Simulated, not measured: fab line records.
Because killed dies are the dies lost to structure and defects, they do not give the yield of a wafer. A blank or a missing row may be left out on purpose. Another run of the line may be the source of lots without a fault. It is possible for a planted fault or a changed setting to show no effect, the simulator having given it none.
A struck lot beside a sound one || flow sky130 || 44 out of 708 route steps
Sound: the wafers L890.1, L890.4, L890.6. Struck: wafer L897.3. (L897.6 of the same lot was not struck and is left out.) The cause comes at the end.
Per side, at each step with rows, come the tool, then ch with its chambers, and then its first start. Under that, the readings that differ: sound wafers || struck wafers || difference of the means || sigmas: that difference in standard deviations of wafers without a fault.
alike: a reading whose means differ by less than 2 such deviations, as well as words and numbers matching on both sides. not compared: withheld readings; readings where some wafer has no value; bounds like >300 that might hide an equal value; numbers whose values overlap and for which the record gives no deviation.
Wherever a step has rows on one side only, a row that says differs or no value, or a row with sigmas, the two part there. When numbers do not overlap yet have no deviation, they are printed without sigmas and do not part them. A reading that every wafer of one side lacks parts them only if that side has two wafers or more.

first, 2 steps without rows for these wafers: SKY_VIA2_CLEAN_18 (cleans in IPA, time 180 s); SKY_VIA2_CLEAN_19 (cleans in O3/DIW).
SKY_VIA2_SPUTTER_20: material TiN, target thk 20 nm, time 80 s.
  sound on pvd_sputter-02, day 37 16:13; struck on pvd_sputter-01, day 39 14:32
  alike: throttle_valve_pct
SKY_VIA2_CVD_21: deposits W, target thk 420 nm, time 126.4 s.
  sound on cvd_w-02 ch 0,1, day 37 16:17; struck on cvd_w-01 ch 0, day 39 14:38
  alike: heater_power_w
SKY_VIA2_RS_MEAS_22: a four-point-probe measurement.
  sound on film_metro-01, day 37 16:25; struck on film_metro-01, day 39 14:46
  alike: VIA2_W_RS
SKY_VIA2_THK_MEAS_23: measures by xrf.
  sound on film_metro-01, day 37 16:32; struck on film_metro-01, day 39 14:52
  alike: VIA2_W_THK
then, 6 steps without rows for these wafers: SKY_VIA2_CMP_24 (polishes, stops on SiO2, t overpolish 20 s, target thk 0 nm); SKY_METAL3_SPUTTER_00 (material Ti, target thk 15 nm, time 10 s); SKY_METAL3_SPUTTER_01 (material TiN, target thk 20 nm, time 16.7 s); SKY_METAL3_SPUTTER_02 (material AlCu, target thk 735 nm, time 39.1 s); SKY_METAL3_SPUTTER_03 (material Ti, target thk 5 nm, time 3.3 s); SKY_METAL3_SPUTTER_04 (material TiN, target thk 70 nm, time 58.3 s).
SKY_CAPM_CVD_00: deposits SiO2, target thk 15.5 nm.
  sound on pecvd-03 ch 0,1,2, day 37 17:02; struck on pecvd-03 ch 2, day 39 15:22
{"reading": "model.SiO2_of_CAPM_CVD_00.thk_nm (nm)", "sound": "15.47 15.85 15.89", "struck": 25.61, "difference": "+9.87", "sigmas": ""}
  alike: heater_power_w
SKY_CAPM_THK_MEAS_01:
  sound on film_metro-04, day 37 17:04; struck on film_metro-04, day 39 15:25
{"reading": "CAPM_CVD_00_THK (nm)", "sound": "15.45 15.91 15.87", "struck": 25.56, "difference": "+9.82", "sigmas": "+49"}
then, 1 step without rows for these wafers: SKY_CAPM_SPUTTER_02 (material TiN, target thk 200 nm, time 166.7 s).
SKY_CAPM_RS_MEAS_03: a four-point-probe measurement.
  sound on film_metro-01, day 37 17:14; struck on film_metro-01, day 39 15:36
  alike: CAPM_TIN_RS
SKY_CAPM_THK_MEAS_04: measures by xrf.
  sound on film_metro-01, day 37 17:21; struck on film_metro-01, day 39 15:42
  alike: CAPM_TIN_THK
then, 7 steps without rows for these wafers: SKY_CAPM_DEHYDRATE_05 (time 60 s); SKY_CAPM_HMDS_06 (prime time 60 s); SKY_CAPM_COAT_07 (resist thk 1140 nm); SKY_CAPM_SOFTBAKE_08 (time 60 s); SKY_CAPM_EXPOSE_09 (exposes mask CAPM, target cd 1000 nm); SKY_CAPM_PEB_10; SKY_CAPM_DEVELOP_11 (develop time 60 s).
SKY_CAPM_OVL_MEAS_12:
  sound on overlay-02, day 38 18:46; struck on overlay-02, day 40 15:50
  alike: CAPM_OVL
SKY_CAPM_METAL_ETCH_13: etches TiN in Cl2/BCl3, stops on SiO2, target depth 220 nm, time 62.9 s.
  sound on rie_metal-02 ch 0,1, day 38 18:48; struck on rie_metal-04 ch 0, day 40 15:53
  alike: drypump_motor_current_A, mfc_cl2_sccm, oes_product_au, throttle_valve_pct
  not compared: rf_hours_counter_h
then, 12 steps without rows for these wafers: SKY_CAPM_STRIP_14 (strips in O2/N2); SKY_CAPM_STRIP_15 (strips in post etch residue remover, time 1200 s); SKY_CAPM_CLEAN_16 (cleans in IPA, time 180 s); SKY_CAPM_CLEAN_17 (cleans in O3/DIW); SKY_METAL3_DEHYDRATE_05 (time 60 s); SKY_METAL3_HMDS_06 (prime time 60 s); SKY_METAL3_COAT_07 (resist thk 60 nm); SKY_METAL3_COAT_08 (resist thk 1140 nm); SKY_METAL3_SOFTBAKE_09 (time 90 s); SKY_METAL3_EXPOSE_10 (exposes mask MM3, target cd 300 nm); SKY_METAL3_PEB_11; SKY_METAL3_DEVELOP_12 (develop time 60 s).
SKY_METAL3_CD_MEAS_13 targets a cd of 300 nm.
  sound on cd_sem-02, day 39 20:22; struck on cd_sem-01, day 41 16:57
  alike: cd_nm
SKY_METAL3_OVL_MEAS_14:
  sound on overlay-02, day 39 20:29; struck on overlay-02, day 41 17:02
{"reading": "METAL3_OVL (nm)", "sound": "-5 0 -3", "struck": 9, "difference": "+12", "sigmas": "+2"}
SKY_METAL3_DESCUM_15: chemistry O2, time 8 s.
  sound on rie_metal-03 ch 1, day 39 20:31; struck on rie_metal-03 ch 1, day 41 17:04
  alike: drypump_motor_current_A, oes_product_au
  not compared: rf_hours_counter_h
SKY_METAL3_ETCH_16: etches BARC in N2/H2, stops on SiO2, time 88.2 s, target depth 60 nm.
  sound on rie_metal-03 ch 1, day 39 20:33; struck on rie_metal-03 ch 1, day 41 17:08
  alike: drypump_motor_current_A, oes_product_au, throttle_valve_pct
  not compared: rf_hours_counter_h
SKY_METAL3_ETCH_17: etches SiO2 in C4F8/O2/Ar, stops on TiN, time 3.9 s, target depth 15 nm.
  sound on rie_diel-04 ch 0,1, day 39 20:39; struck on rie_diel-02 ch 2, day 41 17:11
{"reading": "oes_product_au (a.u.)", "sound": "0.756 0.768 0.768", "struck": 0.992, "difference": "+0.228", "sigmas": "+36"}
{"reading": "model.etch.depth_nm (nm)", "sound": "15.47 15.85 15.89", "struck": 25.16, "difference": "+9.42", "sigmas": ""}
-- the record jumps here: 7 days lie between the struck wafers' starts before and after (it left off in module METAL3 and takes up again in module PAD_OPEN, whose first step shown is number 708 of the route) --
SKY_PAD_OPEN_PROBE_99:
  sound on prober-02, day 46 22:56; struck on prober-02, day 48 12:08
{"reading": "killed_at_M0_to_M3", "sound": "38 39 26", "struck": 51, "difference": "+17", "sigmas": "+3"}
{"reading": "model.etest.tester.sort_n_pass", "sound": "423 413 424", "struck": 0, "difference": -420, "sigmas": ""}
{"reading": "model.etest.tester.sort_yield_pct (%)", "sound": "85.98 83.94 86.18", "struck": 0, "difference": -85, "sigmas": ""}
{"reading": "model.etest.tester.sort_bin_3_pct (%)", "sound": "0.813 0.4065 0.813", "struck": 63.06, "difference": "+62.38", "sigmas": ""}
{"reading": "model.etest.tester.sort_bin_5_pct (%)", "sound": "6.301 9.553 8.537", "struck": 29.42, "difference": "+21.29", "sigmas": ""}
{"reading": "model.etest.nfet_01v8.over_limit", "sound": "0 0 0", "struck": 1, "difference": "+1", "sigmas": ""}
{"reading": "model.etest.res_li.short", "sound": "0 0 0", "struck": 1, "difference": "+1", "sigmas": ""}
{"reading": "model.etest.sonos_programmed.short", "sound": "0 0 0", "struck": 1, "difference": "+1", "sigmas": ""}
{"reading": "model.etest.diode_nwell_sub.over_limit", "sound": "0 0 0", "struck": 1, "difference": "+1", "sigmas": ""}
  alike: defect_limited_yield, killed_at_M4_up, killed_at_contacts, killed_at_front_end, killed_at_other, killed_dies, killed_open, killed_short

## WHERE THEY PART
First at SKY_CAPM_THK_MEAS_01; last, within this record, at SKY_PAD_OPEN_PROBE_99.

WHY: what the simulator had put in
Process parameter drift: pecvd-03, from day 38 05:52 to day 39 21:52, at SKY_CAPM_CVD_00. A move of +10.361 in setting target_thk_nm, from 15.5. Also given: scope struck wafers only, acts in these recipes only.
